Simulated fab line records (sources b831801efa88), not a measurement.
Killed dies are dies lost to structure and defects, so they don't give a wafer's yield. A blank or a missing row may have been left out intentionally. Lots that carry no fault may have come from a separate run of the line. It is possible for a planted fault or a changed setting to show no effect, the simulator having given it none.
Matching of chambers | flow sfqLine | SFQ_TRILAYER_I4_CMP_CMP_100 on cmp-01: 4 sister chambers
The step polishes SiO2. 14 wafers are shown with their chamber, then 7 later ones without.

== WAFERS WITH THEIR CHAMBER ==
wafer  | chamber | motorCurrentA (A) | headPressurePsi (psi) | edgeZonePressureFrac
L327.4 | 0       | 9.5               | 3.010                 | 0.994
L327.3 | 2       | 8.8               | 3.002                 | 1.004
L327.6 | 1       | 11.9              | 2.980                 | 1.001
L329.1 | 1       | 11.2              | 2.997                 | 1.001
L329.5 | 3       | 10.2              | 2.997                 | 0.990
L329.6 | 2       | 8.9               | 3.014                 | 0.989
L331.2 | 0       | 10.0              | 2.994                 | 1.001
L331.3 | 1       | 11.4              | 2.994                 | 1.007
L331.4 | 3       | 9.7               | 3.008                 | 0.999
L333.1 | 0       | 9.9               | 3.008                 | 0.999
L333.4 | 1       | 11.3              | 2.992                 | 0.993
L333.6 | 2       | 9.6               | 3.001                 | 0.992
L335.3 | 0       | 10.3              | 3.001                 | 1.002
L335.4 | 3       | 11.2              | 2.997                 | 1.004

SIGNATURES (averages over the wafers above)
reading              | chamber 0 | chamber 1 | chamber 2 | chamber 3 | scatter within a chamber
motorCurrentA        | 9.925     | 11.450    | 9.100     | 10.367    | 0.465
headPressurePsi      | 3.00325   | 2.99075   | 3.00567   | 3.00067   | 0.00715
edgeZonePressureFrac | 0.99900   | 1.00050   | 0.99500   | 0.99767   | 0.00603
Rule: for a wafer and a chamber, the distance is found by dividing, reading by reading, the gap between the wafer's reading and the chamber's mean by the reading's scatter, squaring, summing and taking the root. If the next closest chamber is less than 2 further off than the closest, the wafer can't be placed; otherwise it belongs to the closest. The scatter: take each reading less its chamber's mean, square it, sum over the shown wafers, divide by the number of wafers less the number of chambers, and take the root.

== WAFERS WITHOUT THEIR CHAMBER ==
wafer  | motorCurrentA (A) | headPressurePsi (psi) | edgeZonePressureFrac
L335.6 | 10.0              | 3.006                 | 1.000
L336.3 | 8.9               | 2.991                 | 1.004
L336.4 | 11.4              | 2.997                 | 1.001
L336.6 | 10.0              | 3.001                 | 0.995
L337.2 | 10.2              | 3.008                 | 1.009
L337.3 | 10.5              | 2.994                 | 0.997
L337.4 | 11.1              | 2.997                 | 1.014

== EACH ONE'S CHAMBER ==
wafer  | from the rows above               | in truth
L335.6 | can't be placed: 0 or 3 or 2      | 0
L336.3 | can't be placed: 2 or 0 or 3      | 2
L336.4 | can't be placed: 1 or 3           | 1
L336.6 | can't be placed: 0 or 3 or 2      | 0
L337.2 | can't be placed: 0 or 3 or 2 or 1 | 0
L337.3 | can't be placed: 3 or 0 or 1      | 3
L337.4 | can't be placed: 1 or 3 or 0      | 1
Placed correctly: 0 of 7. Not placeable from these rows: 7 (in 7, the candidates include the true chamber). Wrongly placed: 0.
